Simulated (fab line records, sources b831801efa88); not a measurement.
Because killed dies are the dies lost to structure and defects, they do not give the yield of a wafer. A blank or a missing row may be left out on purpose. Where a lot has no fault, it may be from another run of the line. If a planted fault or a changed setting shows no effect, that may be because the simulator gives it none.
Problem report, 8D (eight disciplines) form, completed by code | flow sky130 | the parts of the form that need people (team, actions taken, sign-off) are left out

## 1. WHAT WENT WRONG
POLY_GATE_OVL at SKY_POLY_GATE_OVL_MEAS_14 reads a mean of 28 nm on 9 wafers of 3 lots; wafers without a fault read -2 nm with a standard deviation of 4.8. That puts it +6.3 standard deviations away from the usual mean.
Earliest sighting: wafer L308.4 on overlay-01 at day 19 10:11. The record has a number at this step for 36 wafers belonging to 12 lots. Rule for "out", or "out of limits": more than 4 standard deviations from the usual mean. The rest of the wafers with a number are treated as sound.

## 2. WHAT IT IS, AND WHAT IT ISN'T
question                    | is                     | is not
which readings at this step | POLY_GATE_OVL          | -
which lots                  | L308, L309, L312       | L303, L304, L305, L307, L313, L315, L320, L321, L322
which wafers of those lots  | all that have a number | -
read on which gauges        | overlay-01             | overlay-02
when                        | from day 19 10:11      | up to then (12 sound wafers); but 15 sound wafers of L313, L315, L320, L321, L322 came after

## 3. WHAT RULES OUT EACH SUSPECT
Counting: a tool stays on the suspect list if, at a process step up to the reading, it processed all lots that are out and no sound lot following the first of them.
- the gauge at SKY_POLY_GATE_OVL_MEAS_14: kept. All the wafers that are out were read on overlay-01, and no step on other tools shows them out.
- krf_scanner-01 at SKY_POLY_GATE_EXPOSE_10 (exposes mask P1M, target cd 150 nm): kept. Every lot that is out went through it, starting with L308 (day 18 19:14), and after that it ran no sound lot; the last sound lot it ran before then is L307 (day 18 15:32).
Left after counting: krf_scanner-01 at SKY_POLY_GATE_EXPOSE_10, overlay-01 at SKY_POLY_GATE_OVL_MEAS_14.

## 4. THE CAUSE (what the simulator had put in)
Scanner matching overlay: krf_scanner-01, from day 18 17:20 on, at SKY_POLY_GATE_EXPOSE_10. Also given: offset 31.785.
Counting leaves 2 suspects; this tool is one of them.

## 5. THE EFFECT CHAIN, in route order
Each row: a reading whose mean over the struck wafers that have a number lies more than 3 standard deviations from the usual. Only readings whose record carries a usual standard deviation are examined. hours: median over the lots of the time between each lot's start at the first step of this table that gives one and its start at this step. sigmas: the change, counted in usual standard deviations.
hours | step                      | reading       | usual | on struck wafers | change | sigmas
0     | SKY_POLY_GATE_OVL_MEAS_14 | POLY_GATE_OVL | -2 nm | 28               | +30    | +6.3
Later measuring or inspecting steps at which every struck wafer that the step has a row for has a number for every such reading, and none has moved that far: SKY_SD_N_CD_MEAS_07.

## 6. WHAT WOULD HAVE CAUGHT IT SOONER
In this record the first reading out of limits at a measuring or inspecting step was taken at day 19 10:11, 17 hours after the fault began at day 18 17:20.
Of the tool readings at SKY_POLY_GATE_EXPOSE_10 for which the record gives a usual standard deviation, none was out on any struck wafer, so an alarm limit of 4 standard deviations on them would not have fired.
L312, from the lots that are out (3), started SKY_POLY_GATE_EXPOSE_10 on krf_scanner-01 later than day 19 10:11. Had the tool been put on hold then, it would have been spared.
